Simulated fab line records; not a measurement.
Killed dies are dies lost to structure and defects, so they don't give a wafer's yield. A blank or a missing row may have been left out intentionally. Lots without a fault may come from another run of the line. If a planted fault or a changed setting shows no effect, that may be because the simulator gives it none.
A lot that was struck, set against a sound lot	flow sky130	21 out of 708 route steps
Sound: wafers L320.1, L320.3, L320.6. Struck: wafers L328.1, L328.2, L328.3. The cause is named last.
Order at every step that has rows: each side's tool, ch and its chambers, its first start. Under that, the readings that differ: sound wafers	struck wafers	difference of the means	sigmas: that difference in standard deviations of wafers without a fault.
alike: same words and numbers on both sides, and readings whose means sit less than 2 such deviations apart. not compared: any withheld reading, any reading some wafer has no value for, any bound like >300 that may hide the same value, and any number with overlapping values for which the record gives no deviation.
Wherever a step has rows on one side only, a row that says differs or no value, or a row with sigmas, the two part there. Non-overlapping numbers with no deviation appear without sigmas and do not part them. A reading missing from all wafers of one side parts the sides only when that side holds two or more wafers.

SKY_SD_N_RS_MEAS_17: measurement is done with a four-point probe.
  sound: film-metro-04 at day 29 07:25; struck: film-metro-02 at day 32 03:55
  alike: SD_P_RS
SKY_SD_N_RS_MEAS_18: measurement is done with a four-point probe.
  sound: film-metro-04 at day 29 07:32; struck: film-metro-02 at day 32 04:02
  alike: RES_XHIGH_RS
then, 2 steps without rows for these wafers: SKY_SALICIDE_CLEAN_00 (cleans in HF-last, time 30 s); SKY_LI_CONTACT_HDPCVD_00 (deposits PSG, target thk 930 nm, time 155 s).
SKY_LI_CONTACT_THK_MEAS_01:
  sound: film-metro-02 at day 29 07:48; struck: film-metro-04 at day 32 04:17
  alike: LI_CONTACT_HDPCVD_THK
SKY_LI_CONTACT_CMP_02: polishes PSG.
  sound on cmp-02 ch 2,3, day 29 07:52; struck on cmp-02 ch 0,1,3, day 32 04:23
  alike: motor-current-A, retaining-ring-pressure-frac, time-to-endpoint-s
SKY_LI_CONTACT_BOW_MEAS_03:
  sound: film-metro-02 at day 29 08:10; struck: film-metro-04 at day 32 04:38
  alike: LI_CONTACT_BOW
then, 5 steps without rows for these wafers: SKY_LI_CONTACT_DEHYDRATE_04 (time 60 s); SKY_LI_CONTACT_HMDS_05 (prime time 60 s); SKY_LI_CONTACT_COAT_06 (resist thk 60 nm); SKY_LI_CONTACT_COAT_07 (resist thk 450 nm); SKY_LI_CONTACT_SOFTBAKE_08 (time 90 s).
SKY_LI_CONTACT_EXPOSE_09: exposes mask LICM1, target cd 170 nm.
  sound on krf-scanner-01 ch 0, day 29 22:35; struck on krf-scanner-02 ch 0, day 32 18:34
reading	sound	struck	difference	sigmas
mask	LICM1#0 LICM1#0 LICM1#0	LICM1_R1#0 LICM1_R1#0 LICM1_R1#0	differs	
  alike: exposure-dose-mJ-cm2, reticle-temp-C
then, 2 steps without rows for these wafers: SKY_LI_CONTACT_PEB_10; SKY_LI_CONTACT_DEVELOP_11 (develop time 60 s).
SKY_LI_CONTACT_CD_MEAS_12: target cd 170 nm.
  sound: cd-sem-02 at day 30 12:37; struck: cd-sem-02 at day 33 07:07
reading	sound	struck	difference	sigmas
cd-nm (nm)	170.1 171.4 171.9	136.6 135.4 136.7	-34.9	-23
SKY_LI_CONTACT_OVL_MEAS_13:
  sound: overlay-01 at day 30 12:44; struck: overlay-02 at day 33 07:14
reading	sound	struck	difference	sigmas
LI_CONTACT_OVL (nm)	8 3 7	-8 -13 -1	-13	-2
SKY_LI_CONTACT_ETCH_14: etches BARC in N2/H2, stops on SiO2, time 45.9 s, target depth 60 nm.
  sound on rie-diel-03 ch 0,1, day 30 12:46; struck on rie-diel-03 ch 0,1,2, day 33 07:16
reading	sound	struck	difference	sigmas
model.LI_CONTACT.cd-nm (nm)	170.9 171.8 172.4	136.4 135.8 136.1	-35.6	
  alike: drypump-motor-current-A, oes-product-au, throttle-valve-pct
  not compared: rf-hours-counter-h
SKY_LI_CONTACT_ETCH_15: etches PSG in C4F8/O2/Ar, stops on Si, target depth 600 nm.
  sound on rie-diel-03 ch 0,1, day 30 12:49; struck on rie-diel-03 ch 0,1,2, day 33 07:19
reading	sound	struck	difference	sigmas
model.LI_CONTACT.cd-nm (nm)	171.4 172.3 172.6	136.7 136 136.6	-35.7	
  alike: oes-product-au
SKY_LI_CONTACT_STRIP_16: strips in O2/N2.
  sound on plasma-asher-02 ch 0,1, day 30 12:53; struck on plasma-asher-01 ch 0,1, day 33 07:23
  alike: drypump-motor-current-A, oes-product-au, strip-time-to-endpoint-s
  not compared: rf-hours-counter-h
-- here the record skips 16 days between the struck wafers' starts before and after, leaving off in module LI_CONTACT and picking up in module PAD_OPEN (first step shown: number 708 of the route) --
SKY_PAD_OPEN_PROBE_99:
  sound: prober-02 at day 46 22:41; struck: prober-02 at day 48 21:17
reading	sound	struck	difference	sigmas
killed-at-contacts	16 30 23	322 344 316	+304	+52
killed-dies	76 102 72	385 400 384	+306	+31
killed-on-rim	13 16 16	64 67 60	+49	+12
  alike: killed_at_M0_to_M3, killed_at_M4_up, killed-at-front-end, killed-at-other, killed-open, killed-short

## WHERE THEY PART
At SKY_LI_CONTACT_EXPOSE_09 first; at SKY_PAD_OPEN_PROBE_99 last (within this record only).

WHY: whatever the simulator had introduced
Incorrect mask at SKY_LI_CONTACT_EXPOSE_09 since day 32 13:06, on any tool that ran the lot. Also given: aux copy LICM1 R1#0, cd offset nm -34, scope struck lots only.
